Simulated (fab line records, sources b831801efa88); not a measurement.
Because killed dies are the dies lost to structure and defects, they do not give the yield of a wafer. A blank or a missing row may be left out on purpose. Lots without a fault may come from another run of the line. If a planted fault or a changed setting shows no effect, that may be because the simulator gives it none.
Which of the tools did it? | flow gf180mcu | 24 lots, 72 wafers sampled, at 6 steps of a route of 602

## WHAT EACH GAUGE READ, for each wafer
GF_V3_THK_MEAS_01. Usual: V3_CVD_00_THK typically reads 600 nm, with standard deviation 6.5.
lot  | measured     | on            | V3_CVD_00_THK (nm) | flag
L074 | day 21 07:17 | film metro-02 | 599 608 598        |
L075 | day 21 11:09 | film metro-03 | 611 609 605        |
L076 | day 22 06:29 | film metro-04 | 608 606 603        |
L077 | day 22 09:35 | film metro-04 | 606 608 612        |
L078 | day 23 00:49 | film metro-03 | 597 604 600        |
L079 | day 23 03:00 | film metro-03 | 602 604 602        |
L080 | day 23 14:29 | film metro-04 | 605 608 606        |
L081 | day 24 03:17 | film metro-02 | 591 594 594        |
L082 | day 24 07:40 | film metro-04 | 598 593 600        |
L083 | day 24 11:14 | film metro-02 | 603 606 607        |
L084 | day 25 04:26 | film metro-04 | 586 582 597        |
L085 | day 25 08:43 | film metro-02 | 590 591 594        |
L086 | day 25 22:02 | film metro-04 | 595 592 605        |
L087 | day 26 02:43 | film metro-03 | 593 603 596        |
L088 | day 26 13:01 | film metro-02 | 594 595 606        |
L089 | day 26 23:09 | film metro-04 | 603 599 596        |
L090 | day 27 04:11 | film metro-02 | 595 609 598        |
L091 | day 27 06:46 | film metro-04 | 601 603 600        |
L092 | day 27 19:59 | film metro-04 | 594 597 599        |
L093 | day 27 23:26 | film metro-04 | 604 601 594        |
L094 | day 28 04:06 | film metro-04 | 600 594 604        |
L095 | day 28 07:04 | film metro-03 | 603 598 593        |
L096 | day 28 17:04 | film metro-02 | 587 600 601        |
L097 | day 28 23:56 | film metro-02 | 607 603 598        |

GF_V4_CD_MEAS_14: the cd target is 260 nm. Usual: cd nm 260.2 nm, standard deviation 1.2.
lot  | measured     | on        | cd nm (nm)        | flag
L074 | day 24 08:46 | cd sem-02 | 261.4 260.9 262.3 |
L075 | day 24 11:00 | cd sem-02 | 261.5 259.6 259.2 |
L076 | day 25 06:51 | cd sem-01 | 258.6 259.3 258.3 |
L077 | day 25 09:12 | cd sem-02 | 258.0 258.5 258.7 |
L078 | day 25 21:52 | cd sem-01 | 260.8 261.1 260.9 |
L079 | day 25 23:54 | cd sem-01 | 261.2 261.1 260.0 |
L080 | day 26 11:22 | cd sem-01 | 260.3 260.8 259.7 |
L081 | day 26 23:52 | cd sem-01 | 261.7 260.9 260.3 |
L082 | day 27 02:57 | cd sem-02 | 261.3 260.5 260.4 |
L083 | day 27 07:15 | cd sem-01 | 257.3 258.3 258.5 |
L084 | day 27 22:55 | cd sem-01 | 260.4 258.4 259.9 |
L085 | day 28 03:25 | cd sem-01 | 260.8 258.8 258.5 |
L086 | day 28 13:45 | cd sem-01 | 259.1 259.6 259.0 |
L087 | day 28 18:59 | cd sem-02 | 259.3 261.0 258.8 |
L088 | day 29 04:54 | cd sem-02 | 260.9 259.3 260.5 |
L089 | day 29 12:37 | cd sem-01 | 260.3 259.8 259.6 |
L090 | day 29 18:47 | cd sem-02 | 259.6 258.8 258.3 |
L091 | day 29 21:49 | cd sem-01 | 260.3 260.0 260.3 |
L092 | day 30 08:24 | cd sem-02 | 261.3 261.3 262.7 |
L093 | day 30 11:57 | cd sem-01 | 260.2 260.9 260.4 |
L094 | day 30 16:33 | cd sem-01 | 261.5 262.4 261.7 |
L095 | day 30 20:54 | cd sem-01 | 258.4 260.3 259.1 |
L096 | day 31 04:30 | cd sem-01 | 261.4 261.7 262.5 |
L097 | day 31 12:04 | cd sem-02 | 260.7 261.6 261.1 |

GF_MIM_THK_MEAS_06. Usual: MIM_CVD_05_THK typically reads 41.8 nm, with standard deviation 0.64.
lot  | measured     | on            | MIM_CVD_05_THK (nm) | flag
L074 | day 24 10:34 | film metro-01 | 41.1 41.6 41.5      |
L075 | day 24 12:47 | film metro-01 | 41.5 41.5 43.1      |
L076 | day 25 08:39 | film metro-01 | 42.0 41.5 41.3      |
L077 | day 25 11:28 | film metro-01 | 43.2 41.5 42.8      |
L078 | day 25 23:43 | film metro-01 | 41.5 42.2 42.6      |
L079 | day 26 01:41 | film metro-02 | 41.6 41.3 41.7      |
L080 | day 26 13:08 | film metro-02 | 41.6 40.7 42.1      |
L081 | day 27 01:39 | film metro-04 | 41.2 42.8 41.8      |
L082 | day 27 04:43 | film metro-04 | 41.9 41.3 42.3      |
L083 | day 27 09:01 | film metro-01 | 41.3 42.2 41.6      |
L084 | day 28 00:40 | film metro-01 | 40.4 41.6 41.6      |
L085 | day 28 05:11 | film metro-01 | 40.9 40.8 41.8      |
L086 | day 28 15:31 | film metro-01 | 42.0 41.6 42.1      |
L087 | day 28 20:44 | film metro-02 | 41.3 42.3 42.6      |
L088 | day 29 06:40 | film metro-04 | 41.8 41.7 42.2      |
L089 | day 29 14:31 | film metro-01 | 40.6 41.3 41.2      |
L090 | day 29 20:32 | film metro-01 | 40.8 41.8 42.5      |
L091 | day 29 23:35 | film metro-01 | 42.1 41.4 42.4      |
L092 | day 30 10:11 | film metro-04 | 41.1 40.9 41.4      |
L093 | day 30 13:48 | film metro-01 | 41.6 41.5 42.8      |
L094 | day 30 18:29 | film metro-04 | 42.1 41.5 42.1      |
L095 | day 30 22:43 | film metro-01 | 41.8 42.3 42.4      |
L096 | day 31 06:16 | film metro-04 | 41.3 41.6 40.6      |
L097 | day 31 13:49 | film metro-04 | 41.6 41.4 41.4      |

GF_M5_CD_MEAS_07: the cd target is 280 nm. Usual: cd nm 280.3 nm, standard deviation 1.1.
lot  | measured     | on        | cd nm (nm)        | flag
L074 | day 26 06:08 | cd sem-02 | 282.3 282.5 280.1 |
L075 | day 26 08:07 | cd sem-02 | 281.0 278.9 279.7 |
L076 | day 27 03:04 | cd sem-01 | 281.9 281.2 280.7 |
L077 | day 27 05:46 | cd sem-01 | 280.5 279.3 280.4 |
L078 | day 27 15:58 | cd sem-01 | 280.0 279.4 280.7 |
L079 | day 27 18:33 | cd sem-01 | 281.5 279.9 280.5 |
L080 | day 28 05:55 | cd sem-01 | 279.9 281.5 280.2 |
L081 | day 28 18:34 | cd sem-01 | 281.3 281.1 281.0 |
L082 | day 28 20:46 | cd sem-01 | 279.1 280.1 279.7 |
L083 | day 29 00:10 | cd sem-01 | 280.5 280.5 280.7 |
L084 | day 29 16:08 | cd sem-01 | 278.6 279.0 279.0 |
L085 | day 29 19:58 | cd sem-02 | 281.8 280.6 281.6 |
L086 | day 30 04:49 | cd sem-02 | 282.4 280.6 281.9 |
L087 | day 30 10:43 | cd sem-01 | 279.3 278.2 278.9 |
L088 | day 30 19:54 | cd sem-02 | 282.1 281.2 281.8 |
L089 | day 31 03:04 | cd sem-01 | 278.8 278.5 278.9 |
L090 | day 31 08:40 | cd sem-02 | 279.5 279.5 278.9 |
L091 | day 31 11:46 | cd sem-01 | 280.9 281.8 281.7 |
L092 | day 31 21:48 | cd sem-01 | 279.4 279.4 280.8 |
L093 | day 32 00:37 | cd sem-01 | 279.6 281.3 279.5 |
L094 | day 32 06:13 | cd sem-01 | 278.3 278.7 277.7 |
L095 | day 32 09:34 | cd sem-02 | 281.0 279.9 280.6 |
L096 | day 32 16:26 | cd sem-02 | 281.1 281.1 280.1 |
L097 | day 32 23:39 | cd sem-01 | 282.4 280.5 280.6 |

GF_TOP_METAL_OVL_MEAS_15. Usual: TOP_METAL_OVL typically reads 1.8 nm, with standard deviation 1.4.
lot  | measured     | on         | TOP_METAL_OVL (nm) | flag
L074 | day 28 02:26 | overlay-01 | 3.8 3.4 2.6        |
L075 | day 28 04:42 | overlay-01 | 2.2 2.2 1.6        |
L076 | day 28 22:31 | overlay-01 | 3.1 2.3 2.3        |
L077 | day 29 00:22 | overlay-02 | 1.2 1.4 2.9        |
L078 | day 29 09:41 | overlay-02 | 3.1 3.0 2.0        |
L079 | day 29 12:16 | overlay-01 | 1.4 2.1 2.1        |
L080 | day 29 23:37 | overlay-01 | 4.1 3.2 2.7        |
L081 | day 30 10:55 | overlay-02 | 1.6 -1.0 -0.6      |
L082 | day 30 14:02 | overlay-01 | 2.8 3.1 1.2        |
L083 | day 30 17:00 | overlay-01 | 2.6 4.3 2.0        |
L084 | day 31 07:43 | overlay-02 | 2.2 4.0 1.2        |
L085 | day 31 11:46 | overlay-02 | 1.0 1.9 1.6        |
L086 | day 31 18:52 | overlay-02 | 0.6 0.0 -0.2       |
L087 | day 32 00:24 | overlay-02 | 0.4 0.1 1.1        |
L088 | day 32 10:04 | overlay-02 | 4.6 2.9 3.4        |
L089 | day 32 16:52 | overlay-01 | 1.8 1.1 2.6        |
L090 | day 32 20:51 | overlay-02 | 2.2 1.9 4.3        |
L091 | day 33 00:40 | overlay-02 | 2.6 2.2 2.7        |
L092 | day 33 09:32 | overlay-01 | 2.0 1.7 1.9        |
L093 | day 33 11:43 | overlay-01 | 1.1 -0.9 -2.3      |
L094 | day 33 17:56 | overlay-01 | 0.7 0.2 1.6        |
L095 | day 33 20:32 | overlay-02 | 2.2 1.7 2.5        |
L096 | day 34 03:05 | overlay-02 | 0.0 -1.0 -1.7      |
L097 | day 34 09:46 | overlay-02 | 0.6 0.2 -0.3       |

GF_PASSIVATION_BOW_MEAS_14. Usual: PASSIVATION_BOW typically reads 140 um, with standard deviation 9.9.
lot  | measured     | on            | PASSIVATION_BOW (um) | flag
L074 | day 29 01:26 | film metro-02 | 139 151 147          |
L075 | day 29 03:13 | film metro-02 | 141 140 157          |
L076 | day 29 20:04 | film metro-02 | 141 139 127          |
L077 | day 29 22:31 | film metro-03 | 168 162 151          |
L078 | day 30 06:22 | film metro-02 | 125 140 136          |
L079 | day 30 09:52 | film metro-03 | 150 139 140          |
L080 | day 30 20:46 | film metro-01 | 141 140 132          |
L081 | day 31 07:32 | film metro-03 | 146 165 152          |
L082 | day 31 10:28 | film metro-01 | 152 142 146          |
L083 | day 31 13:16 | film metro-03 | 143 149 143          |
L084 | day 32 03:55 | film metro-03 | 128 126 120          |
L085 | day 32 07:55 | film metro-01 | 128 135 131          |
L086 | day 32 14:25 | film metro-01 | 144 137 132          |
L087 | day 32 19:55 | film metro-03 | 142 135 154          |
L088 | day 33 05:04 | film metro-02 | 127 136 141          |
L089 | day 33 11:55 | film metro-02 | 138 142 146          |
L090 | day 33 15:37 | film metro-01 | 138 151 136          |
L091 | day 33 19:37 | film metro-03 | 144 149 146          |
L092 | day 34 03:52 | film metro-02 | 138 130 139          |
L093 | day 34 05:46 | film metro-01 | 147 125 136          |
L094 | day 34 12:04 | film metro-03 | 129 144 121          |
L095 | day 34 14:55 | film metro-01 | 135 149 142          |
L096 | day 34 20:52 | film metro-03 | 141 138 140          |
L097 | day 35 03:13 | film metro-01 | 142 142 143          |

## TOOL THAT RAN EACH LOT (tool first, then ch and the chambers of the sampled wafers, then the start)
Record: no process step prior to these readings.

## WHAT THE TOOLS THEMSELVES READ (means of the sampled wafers that have a number; where no wafer has one, the mark that the record gives instead)
The record holds no such reading with a usual standard deviation.

## THE ANSWER, worked out from the rows above alone
Rule: a lot is off if the mean of its wafers that have a number lies more than 3 standard deviations from the usual mean. Also off: a lot with no number at a reading for which 4 or more lots have one. Any other lot the step has rows for is counted as sound. After the gauges, taken in route order, come the tools' own readings; for these a lot's mean is taken, as printed above. The first step at which some lot is off is used, and at that step the reading that is off furthest; a lot without a number counts as furthest.
Nothing can be told from this: no lot is off at any reading shown.

## WHAT WAS PUT IN BY THE SIMULATOR
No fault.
